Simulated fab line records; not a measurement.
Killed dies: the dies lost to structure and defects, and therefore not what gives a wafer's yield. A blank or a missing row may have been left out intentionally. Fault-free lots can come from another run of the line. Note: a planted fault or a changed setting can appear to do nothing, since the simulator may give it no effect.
Matching of chambers    flow gf180mcu    GF_STI_CMP_25 on cmp-02 has 4 sister chambers
The step polishes, stops on Si3N4, t overpolish 33 s, target thk 524.6 nm. 4 wafers are shown with their chamber, then 7 later ones without.

## WAFERS PAIRED WITH THEIR CHAMBERS
wafer   chamber  motor_current_A (A)
L891.5  3        13.0
L892.5  2        11.9
L895.3  0        13.2
L895.4  1        10.7

## WAFERS MISSING THEIR CHAMBER
wafer   motor_current_A (A)
L895.6  9.8
L896.2  13.1
L896.4  11.6
L896.5  13.7
L897.1  12.9
L897.2  13.5
L897.3  11.3

## WHICH CHAMBER EACH ONE RAN IN
wafer   from the rows above           in truth
L895.6  1                             1
L896.2  can't be placed: 0 or 3       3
L896.4  can't be placed: 2 or 1       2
L896.5  can't be placed: 0 or 3       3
L897.1  can't be placed: 3 or 0 or 2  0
L897.2  can't be placed: 0 or 3       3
L897.3  can't be placed: 2 or 1       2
1 of 7 placed correctly. Unplaceable from these rows: 6, with the true chamber sitting among the candidates in 6. Placed wrongly: 0.
How it was worked out, from the rows above alone: a wafer's distance from a chamber is the root of the sum, over the readings, of the square of ((its reading less the chamber's mean) divided by the reading's scatter). The wafer belongs to the nearest chamber; if the next one is less than 2 further off, it can't be placed. For every chamber, the mean is computed from those of its wafers that are shown. The scatter (one wafer shown for each chamber): square how far every hidden wafer sits from the nearest shown wafer, average those squares and take the square root.
